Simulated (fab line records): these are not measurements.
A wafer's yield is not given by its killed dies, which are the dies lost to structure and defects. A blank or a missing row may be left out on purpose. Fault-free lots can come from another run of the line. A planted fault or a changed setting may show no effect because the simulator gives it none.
Struck lot and sound lot, side by side + flow sky130 + 14 out of 708 route steps
Sound: these wafers, L878.1, L878.2, L878.5. Wafers struck: L877.1, L877.3, L877.6. The cause is given at the end.
For every step that has rows: the tool of each side, followed by ch and its chambers, followed by its first start. Under that, the readings that differ: sound wafers + struck wafers + difference of the means + sigmas: that difference in standard deviations of wafers without a fault.
alike: a reading whose means differ by less than 2 such deviations, as well as words and numbers matching on both sides. not compared: withheld readings; readings where some wafer has no value; bounds like >300 that might hide an equal value; numbers whose values overlap and for which the record gives no deviation.
The two part at a step that has a row with sigmas, a row that says differs or no value, or rows on one side only. Numbers that have no deviation but don't overlap get no sigmas and don't part them. Lack of a reading on every wafer of one side parts them only where that side has two or more wafers.

first, 1 step without rows for these wafers: SKY_CAP2M_DEVELOP_11 (develop time 60 s).
SKY_CAP2M_OVL_MEAS_12:
  struck on overlay-01, day 44 20:46; sound on overlay-01, day 45 23:18
  alike: CAP2M_OVL
SKY_CAP2M_METAL_ETCH_13: etches TiN in Cl2/BCl3, stops on SiO2, target depth 220 nm, time 62.9 s.
  sound on rie metal-01 ch 0,1, day 45 23:20; struck on rie metal-02 ch 0,1, day 44 20:47
  alike: drypump motor current A, oes product au, throttle valve pct
  not compared: rf hours counter h
SKY_CAP2M_STRIP_14: strips in O2/N2.
  sound on plasma asher-04 ch 0,1, day 45 23:25; struck on plasma asher-02 ch 1, day 44 20:52
  alike: drypump motor current A, o2 flow sccm, oes product au, strip time to endpoint s
  not compared: rf hours counter h
then, 8 steps without rows for these wafers: SKY_CAP2M_STRIP_15 (strips in post etch residue remover, time 1200 s); SKY_CAP2M_CLEAN_16 (cleans in IPA, time 180 s); SKY_CAP2M_CLEAN_17 (cleans in O3/DIW); SKY_METAL4_DEHYDRATE_05 (time 60 s); SKY_METAL4_HMDS_06 (prime time 60 s); SKY_METAL4_COAT_07 (resist thk 60 nm); SKY_METAL4_COAT_08 (resist thk 1140 nm); SKY_METAL4_SOFTBAKE_09 (time 90 s).
SKY_METAL4_EXPOSE_10: exposes mask MM4, target cd 300 nm.
  struck on krf scanner-01, day 45 08:28; sound on krf scanner-01 ch 0, day 46 10:37
  no value came back on the struck wafers for exposure dose mJ cm2, focus offset nm (nm); on the sound wafers exposure dose mJ cm2 reads 27.90 27.89 27.91
  alike: mask
then, 1 step without rows for these wafers: SKY_METAL4_PEB_11.

== WHERE THEY PART ==
SKY_METAL4_EXPOSE_10 only, going by this record.

WHY: what the simulator had put in
Entire step skipped (krf scanner-01, SKY_METAL4_EXPOSE_10), from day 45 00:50 onward. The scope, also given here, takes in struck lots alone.
